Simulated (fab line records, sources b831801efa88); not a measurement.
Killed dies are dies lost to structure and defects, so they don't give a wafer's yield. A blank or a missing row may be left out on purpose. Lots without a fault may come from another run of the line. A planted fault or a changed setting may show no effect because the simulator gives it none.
Problem report in the 8D (eight disciplines) form, filled by code | flow sky130 | the parts of the form that need people (team, actions taken, sign-off) are left out

1. THE PROBLEM
dose_ions_cm2 at SKY_LDD_N_IMPLANT_15 reads a mean of 7e+12 on 6 wafers of 2 lots; wafers without a fault read 5e+12 with a standard deviation of 5.9e+09. That is +99 or more standard deviations from the usual mean.
First seen on wafer L729.1, day 22 00:21, on implanter-03. The record holds 39 wafers of 13 lots with a number at this step. Rule for "out", or "out of limits": more than 4 standard deviations from the usual mean. The other wafers with a number count as sound.

2. WHAT IT IS AND WHAT IT IS NOT
question                    | is                                | is not
which readings at this step | dose_ions_cm2, faraday_current_uA | -
which lots                  | L729, L731                        | L719, L720, L721, L722, L724, L733, L737, L738, L740, L741, L742
which wafers of those lots  | all that have a number            | -
read on which tools         | implanter-03                      | implanter-01
when                        | from day 22 00:21                 | up to then (15 sound wafers); but 18 sound wafers of L733, L737, L738, L740, L741, L742 came after

3. SUSPECTS, AND WHAT RULES EACH OUT
Counting: a tool at a process step up to the reading stays a suspect if it ran every lot that is out and no sound lot after the first of them.
- implanter-03 at SKY_LDD_N_IMPLANT_15: ruled out as a lasting fault. Sound lots L738, L740, L741, L742 ran on it after its first lot that is out, L729 (day 22 00:21).
Left after counting: nothing in the record.

4. THE CAUSE (what the simulator had put in)
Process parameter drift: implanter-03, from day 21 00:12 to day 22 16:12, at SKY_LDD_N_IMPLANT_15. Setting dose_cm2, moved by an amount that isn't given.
Counting ruled it out, wrongly.

5. THE CHAIN OF EFFECTS, in route order
Each row: a reading whose mean over the struck wafers that have a number lies more than 3 standard deviations from the usual. Only readings for which the record gives a usual standard deviation are gone through. hours: the time from each lot's start at the first step in this table that gives one to its start at this step, as a median over the lots. sigmas: the change in usual standard deviations.
hours | step                 | reading            | usual | on struck wafers | change | sigmas
0     | SKY_LDD_N_IMPLANT_15 | dose_ions_cm2      | 5e+12 | 7e+12            | +2e+12 | +99 or more
0     | SKY_LDD_N_IMPLANT_15 | faraday_current_uA | 28.1  | 40.7             | +12.6  | +24
The process steps in it:
- SKY_LDD_N_IMPLANT_15

6. WHAT WOULD HAVE CAUGHT IT SOONER
In this record the first reading out of limits was taken at day 22 00:21, 24 hours after the fault began at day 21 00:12.
